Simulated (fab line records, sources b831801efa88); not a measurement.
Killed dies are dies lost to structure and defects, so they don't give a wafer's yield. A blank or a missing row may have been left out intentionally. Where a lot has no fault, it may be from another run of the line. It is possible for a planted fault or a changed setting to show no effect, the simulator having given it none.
One fault through the eyes of 2 desks -- flow sfq_line -- every desk sees just its own numbers, and what lay behind them comes last

FROM THE METROLOGY DESK
What the gauges read for every lot (on any tool): the sampled wafers with a number, averaged. Any lot whose mean is over 4 standard deviations away from the usual mean is out of limits and marked OUT; that distance is given in the brackets.
Columns: A = M4_OVL at SFQ_M4_OVL_MEAS_926, usual 2 nm; B = I4_BOW at SFQ_I4_BOW_MEAS_927, usual 6 um
lot,first seen here,A,B
L662,day 48 18:39,-1,1
L663,day 53 08:36,3,1
L664,day 53 11:00,-5,12
L665,day 53 19:25,0,21
L666,day 53 20:36,8,1
L667,day 54 05:00,0,5
L668,day 54 15:55,-4,3
L669,day 55 07:32,9,13
L676,day 56 14:44,3,-5
L679,day 60 11:04,-0,4
L680,day 60 19:29,7,-0
L681,day 61 02:40,8,15
L683,day 61 23:04,6,17
L684,day 62 04:00,-1,5
This desk's finding: nothing out of limits on any of the 14 lots.

DESK OF THE TOOL OWNER: rie_diel-01
The tool's own readings at SFQ_TRILAYER_I2_VIA_BARC_OPEN_VIA_ETCH_096 (etches BARC in O2, target depth 125 nm, time 41.7 s): means of the sampled wafers that have a number, for each lot that ran on this tool. Any lot whose mean is over 4 standard deviations away from the usual mean is out of limits and marked OUT; that distance is given in the brackets.
Columns: A = drypump_motor_current_A at SFQ_TRILAYER_I2_VIA_BARC_OPEN_VIA_ETCH_096, usual 5.9 A; B = oes_product_au at SFQ_TRILAYER_I2_VIA_BARC_OPEN_VIA_ETCH_096, usual 0.683 a.u.; C = rf_fwd_power_W at SFQ_TRILAYER_I2_VIA_BARC_OPEN_VIA_ETCH_096, usual 494.7 W
lot,first seen here,A,B,C
L663,day 44 01:35,5.6,0.687,491.9
L667,day 44 22:07,5.6,0.686,492.7
L676,day 46 06:31,5.9,0.686,362.3 (-60) OUT
L679,day 47 00:41,5.6,0.686,427.2 (-31) OUT
Finding of this desk: L676, L679 out of limits; the first was L676 at day 46 06:31, on rf_fwd_power_W at SFQ_TRILAYER_I2_VIA_BARC_OPEN_VIA_ETCH_096. L663, L667 stayed within limits.

BROUGHT TOGETHER
On L676, L679, at day 46 06:31, an alarm was possible from the tool owner's desk.
At the metrology desk, nothing out of limits was observed.
The metrology desk holds a record of L676, L679, inside its limits.
Of the lots named, all ran SFQ_TRILAYER_I2_VIA_BARC_OPEN_VIA_ETCH_096 on rie_diel-01.

WHAT THE SIMULATOR HAD INSERTED
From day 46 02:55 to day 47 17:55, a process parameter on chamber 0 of rie_diel-01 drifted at SFQ_TRILAYER_I2_VIA_BARC_OPEN_VIA_ETCH_096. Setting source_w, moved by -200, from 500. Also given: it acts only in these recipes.
Shown lots that were struck: L676, L679.
Each desk's first reading out of limits, in hours after the fault started: the tool owner's desk, 4.
